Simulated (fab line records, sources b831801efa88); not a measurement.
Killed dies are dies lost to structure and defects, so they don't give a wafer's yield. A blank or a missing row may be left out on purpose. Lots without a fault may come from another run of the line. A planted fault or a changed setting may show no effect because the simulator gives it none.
Which tool did it? | flow gf180mcu | 6 lots, 18 wafers sampled, at 1 step of a route of 602

WHAT THE GAUGES READ, wafer by wafer
GF_STI_BOW_MEAS_00.
lot  | measured    | on            | INCOMING_BOW (um)
L542 | day 1 15:01 | film_metro-04 | -3 4 -11
L547 | day 2 16:00 | film_metro-02 | 6 -5 -1
L550 | day 3 07:00 | film_metro-04 | 13 -3 -4
L552 | day 3 17:00 | film_metro-04 | -5 -3 8
L559 | day 5 04:04 | film_metro-02 | 10 3 -7
L564 | day 6 05:00 | film_metro-02 | 6 6 -2

WHICH TOOL RAN EACH LOT (tool, then ch and the chambers of the sampled wafers, then the start)
The record holds no process step before these readings.

THE ANSWER, worked out from the rows above alone
Rule: what is usual is taken from the lots themselves. Put in order of their means at a reading, lots are off if they are a third of the lots or fewer, leave a main group of 4 or more, and stand apart from it by a gap of 3 or more times the standard deviation of the main group's means; of several such gaps the widest counts. A main group whose means are all the same, to the digits that the tables above print for the reading, isn't used. A lot without any number at a reading at which 4 lots or more have one is off too. The other lots that the step has rows for count as sound.
No lot is off at any reading shown: from this, nothing can be told.

WHAT THE SIMULATOR HAD PUT IN
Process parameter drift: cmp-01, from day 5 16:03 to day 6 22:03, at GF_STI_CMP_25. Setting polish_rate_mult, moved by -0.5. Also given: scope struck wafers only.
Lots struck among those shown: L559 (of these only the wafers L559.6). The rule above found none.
